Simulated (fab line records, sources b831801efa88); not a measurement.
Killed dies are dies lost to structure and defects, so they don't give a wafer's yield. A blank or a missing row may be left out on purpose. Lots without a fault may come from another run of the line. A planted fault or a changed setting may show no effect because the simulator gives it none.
fab line records | flow sky130 | part 2 of 2: steps 22 to 29 of 29
record lots=5 wafers=15 last_day=50
route steps=708 shown POLY_CUT@309 SD_P@320 RES_XHIGH@332
lots that met no fault: from a run of the same line without faults
start_h: hours from the record's first day to the start of the lot's first wafer shown | wait_h: hours since the lot's step before | " the same as in the row above | L1.1+2: a row that stands for several wafers | - no value, or no start given | * or withheld: withheld | < > ~ a bound
route shown NAME@n: a module of which the file shows steps, and the number in the route of the first | usual: mean/standard deviation of fault-free wafers | same: alike in all rows | chamber/n: place in a boat | sites: the reading at each site | _std_site: their standard deviation | _edge_site: outer sites' mean less inner sites' | radius_mm: how far each site lies from the wafer's centre | mask NAME#n: copy n | behind: the tool/chamber that last shaped the wafer | hold: why the lot was held/for how many hours/how that ended | device: the transistor (n, p or np) that didn't switch | end of line: the same wafers' tests at the end of the route | a step without rows: its recipe alone | killed: dies lost to structure and defects at the first sort, not the wafer's yield | map: a wafer's dies, x killed, . not, _ none there
set.NAME: the setting as run; set.NAME@STEP: as run at that earlier step | model.NAME: the simulator's own value behind a step, which no gauge read
lots at some steps of the route; a table a step, a row a wafer
services: from which hour (start_h, from the record's first day; less than 0 if before it) a tool's chamber was out of use, for how many hours, and why
## steps
# step SKY_SD_P_STRIP_10
# recipe chemistry=O2/N2 power_w=1400 pressure_mtorr=1500 platen_temp_c=withheld o2_flow_sccm=3000 n2_flow_sccm=300 overash_fraction=0.5
# usual drypump_motor_current_A=5.7/0.44 oes_product_au=0.616/0.0045 strip_time_to_endpoint_s=17.54/0.041
# columns lot.wafer tool chamber start_h wait_h drypump_motor_current_A oes_product_au rf_hours_counter_h strip_time_to_endpoint_s
L074.2 plasma_asher-01 0 593.83 0.1 6.3 0.612 17 17.59
L074.3 " 1 " " 5.1 0.614 - 17.54
L074.5 " 0 " " 6.3 0.624 - 17.57
L076.2 plasma_asher-02 1 605.82 0.1 6.2 0.619 45 17.52
L076.3 " 1 " " 6.3 0.623 - 17.54
L076.5 " 1 " " 6.2 0.614 - 17.56
L081.3 plasma_asher-04 1 660.42 0.1 5.7 0.620 - 17.61
L081.4 " 0 " " 5.3 0.618 - 17.59
L081.5 " 1 " " 5.7 0.622 - 17.58
L092.1 plasma_asher-02 0 742.02 0.1 5.7 0.616 59 17.49
L092.3 " 0 " " 5.7 0.628 - 17.46
L092.6 " 1 " " 6.2 0.612 - 17.46
L094.2 plasma_asher-04 0 752.73 0.1 5.3 0.624 93 17.53
L094.3 " 1 " " 5.7 0.628 - 17.53
L094.6 " 0 " " 5.3 0.616 - 17.54
# step SKY_SD_P_TW_MEAS_11
# usual SD_P_TW=2820/41
# columns lot.wafer tool chamber start_h wait_h SD_P_TW
L074.2 film_metro-02 - 593.94 0.1 2864
L074.3 " - " " 2866
L074.5 " - " " 2859
L076.2 film_metro-02 - 605.93 0.1 2863
L076.3 " - " " 2853
L076.5 " - " " 2847
L081.3 film_metro-01 - 660.50 0.1 2871
L081.4 " - " " 2884
L081.5 " - " " 2872
L092.1 film_metro-03 - 742.12 0.1 2759
L092.3 " - " " 2774
L092.6 " - " " 2763
L094.2 film_metro-02 - 752.84 0.1 2854
L094.3 " - " " 2879
L094.6 " - " " 2845
# step SKY_RES_XHIGH_DEHYDRATE_00
# recipe temp_c=200 time_s=60
# usual chill_plate_temp_C=23.00/0.1 exhaust_pa=44.9/0.8 heater_power_total_W=160.37/0.13
# columns lot.wafer tool chamber start_h wait_h chill_plate_temp_C exhaust_pa heater_power_total_W
L074.2 litho_track-04 0 608.04 14.1 23.14 45.6 160.28
L074.3 " 0 " " 23.21 45.6 160.16
L074.5 " 0 " " 23.03 45.3 160.36
L076.2 litho_track-03 0 620.62 14.7 22.88 44.5 160.37
L076.3 " 0 " " 22.83 44.0 160.39
L076.5 " 0 " " 22.93 44.9 160.16
L081.3 litho_track-04 0 674.67 14.2 22.97 45.5 160.16
L081.4 " 0 " " 22.88 46.1 160.55
L081.5 " 0 " " 22.97 45.3 160.26
L092.1 litho_track-01 0 755.18 13.0 22.98 44.0 160.41
L092.3 " 0 " " 23.11 44.1 160.50
L092.6 " 0 " " 23.08 44.7 160.29
L094.2 litho_track-01 0 766.00 13.1 23.06 45.2 160.52
L094.3 " 0 " " 23.13 44.2 160.43
L094.6 " 0 " " 23.09 46.6 160.20
# step SKY_RES_XHIGH_HMDS_01
# recipe prime_time_s=60 prime_temp_c=120
# usual chill_plate_temp_C=23.00/0.11 exhaust_pa=45.0/0.96
# columns lot.wafer tool chamber start_h wait_h chill_plate_temp_C exhaust_pa
L074.2 litho_track-04 0 608.19 0.1 22.92 45.5
L074.3 " 0 " " 22.82 46.2
L074.5 " 0 " " 23.08 45.1
L076.2 litho_track-03 0 620.77 0.1 22.84 45.2
L076.3 " 0 " " 22.76 46.7
L076.5 " 0 " " 22.94 45.3
L081.3 litho_track-04 0 674.82 0.1 22.97 44.4
L081.4 " 0 " " 22.77 45.1
L081.5 " 0 " " 23.05 44.2
L092.1 litho_track-01 0 755.33 0.1 23.03 43.4
L092.3 " 0 " " 23.09 44.3
L092.6 " 0 " " 22.99 43.6
L094.2 litho_track-01 0 766.15 0.1 22.94 43.6
L094.3 " 0 " " 23.03 43.6
L094.6 " 0 " " 22.96 44.6
# step SKY_RES_XHIGH_COAT_02
# recipe resist=NOVOLAK spin_rpm=3000 resist_thk_nm=1140
# usual chill_plate_temp_C=23.03/0.097 exhaust_pa=45.0/0.89
# columns lot.wafer tool chamber start_h wait_h chill_plate_temp_C exhaust_pa
L074.2 litho_track-04 0 608.34 0.1 23.01 43.2
L074.3 " 0 " " 22.96 44.4
L074.5 " 0 " " 22.93 44.0
L076.2 litho_track-03 0 620.92 0.1 22.92 45.9
L076.3 " 0 " " 23.14 44.6
L076.5 " 0 " " 22.97 44.2
L081.3 litho_track-04 0 674.97 0.1 22.93 46.9
L081.4 " 0 " " 22.86 45.4
L081.5 " 0 " " 23.16 46.0
L092.1 litho_track-01 0 755.48 0.1 22.90 47.3
L092.3 " 0 " " 23.06 45.9
L092.6 " 0 " " 22.94 45.1
L094.2 litho_track-01 0 766.30 0.1 23.01 45.7
L094.3 " 0 " " 23.11 45.7
L094.6 " 0 " " 23.01 45.5
# step SKY_RES_XHIGH_SOFTBAKE_03
# recipe temp_c=90 time_s=60 resist=NOVOLAK
# usual chill_plate_temp_C=23.00/0.1 exhaust_pa=44.8/0.81 heater_power_total_W=56.59/0.041
# columns lot.wafer tool chamber start_h wait_h chill_plate_temp_C exhaust_pa heater_power_total_W
L074.2 litho_track-04 0 608.49 0.1 23.26 45.5 56.51
L074.3 " 0 " " 23.09 44.2 56.63
L074.5 " 0 " " 23.16 45.6 56.64
L076.2 litho_track-03 0 621.07 0.1 23.00 44.3 56.54
L076.3 " 0 " " 23.10 45.2 56.59
L076.5 " 0 " " 23.17 45.4 56.61
L081.3 litho_track-04 0 675.12 0.1 23.01 43.5 56.59
L081.4 " 0 " " 23.00 44.3 56.57
L081.5 " 0 " " 22.92 45.3 56.66
L092.1 litho_track-01 0 755.63 0.1 23.14 43.8 56.61
L092.3 " 0 " " 22.90 44.9 56.56
L092.6 " 0 " " 22.99 45.3 56.63
L094.2 litho_track-01 0 766.45 0.1 23.16 44.8 56.56
L094.3 " 0 " " 23.14 44.4 56.61
L094.6 " 0 " " 23.04 46.7 56.60
# step SKY_RES_XHIGH_EXPOSE_04
# recipe mask_id=URPM na=0.6 source_shape=conventional sigma_outer=0.6 polarization=unpolarized target_cd_nm=1270 dose_mj=140
# usual focus_offset_nm=0.0/0.48 reticle_temp_C=22.97/0.11
# columns lot.wafer tool chamber start_h wait_h mask focus_offset_nm reticle_temp_C
L074.2 iline_stepper-01 0 - - URPM#0 0.0 23.05
L074.3 " 0 " " URPM#0 0.1 23.03
L074.5 " 0 " " URPM#0 0.9 23.01
L076.2 iline_stepper-02 0 - - URPM#0 0.3 22.97
L076.3 " 0 " " URPM#0 -0.2 22.83
L076.5 " 0 " " URPM#0 -0.6 22.81
L081.3 iline_stepper-01 0 - - URPM#0 -0.1 23.13
L081.4 " 0 " " URPM#0 0.3 23.02
L081.5 " 0 " " URPM#0 0.1 23.08
L092.1 iline_stepper-01 0 - - URPM#0 -0.6 23.06
L092.3 " 0 " " URPM#0 0.8 23.05
L092.6 " 0 " " URPM#0 -0.7 23.08
L094.2 iline_stepper-02 0 - - URPM#0 0.3 23.10
L094.3 " 0 " " URPM#0 0.5 22.97
L094.6 " 0 " " URPM#0 0.4 22.93
# step SKY_RES_XHIGH_PEB_05
# recipe temp_c=withheld time_s=* resist=NOVOLAK
# usual chill_plate_temp_C=* exhaust_pa=45.0/0.73
# columns lot.wafer tool chamber start_h wait_h chill_plate_temp_C exhaust_pa
L074.2 litho_track-04 0 - - * 45.4
L074.3 " 0 " " * 44.9
L074.5 " 0 " " * 45.3
L076.2 litho_track-04 0 - - * 44.8
L076.3 " 0 " " * 45.2
L076.5 " 0 " " * 45.6
L081.3 litho_track-03 0 - - * 45.4
L081.4 " 0 " " * 45.1
L081.5 " 0 " " * 45.9
L092.1 litho_track-04 0 - - * 44.2
L092.3 " 0 " " * 44.7
L092.6 " 0 " " * 43.9
L094.2 litho_track-03 0 - - * 43.7
L094.3 " 0 " " * 44.2
L094.6 " 0 " " * 46.0
## services
# columns tool chamber start_h hours kind
iline_stepper-01 - 523.28 8.9 pm
rie_diel-04 3 523.38 1.6 repair
rie_diel-03 3 530.35 7.9 repair
iline_stepper-01 - 533.14 7.4 repair
rie_diel-04 1 538.26 9.1 repair
rie_diel-03 2 538.53 15.4 repair
rie_diel-03 - 573.81 0.8 repair
implanter-01 - 596.49 1.7 repair
implanter-01 - 608.08 3.3 pm
plasma_asher-04 - 615.03 3.9 repair
iline_stepper-02 - 619.53 1.7 pm
iline_stepper-02 - 626.11 3.7 repair
plasma_asher-04 - 666.31 0.5 repair
rie_diel-04 1 676.55 17.4 repair
rie_diel-03 1 678.69 3.0 repair
implanter-01 - 680.62 4.9 repair
iline_stepper-01 - 687.39 4.4 pm
rie_diel-04 0 701.90 3.7 repair
iline_stepper-01 - 707.38 2.1 pm
iline_stepper-01 - 716.03 1.7 pm
rie_diel-04 1 734.56 3.8 repair
iline_stepper-01 - 745.65 4.7 repair
rie_diel-04 - 763.49 2.8 pm
rie_diel-04 2 771.16 26.9 repair
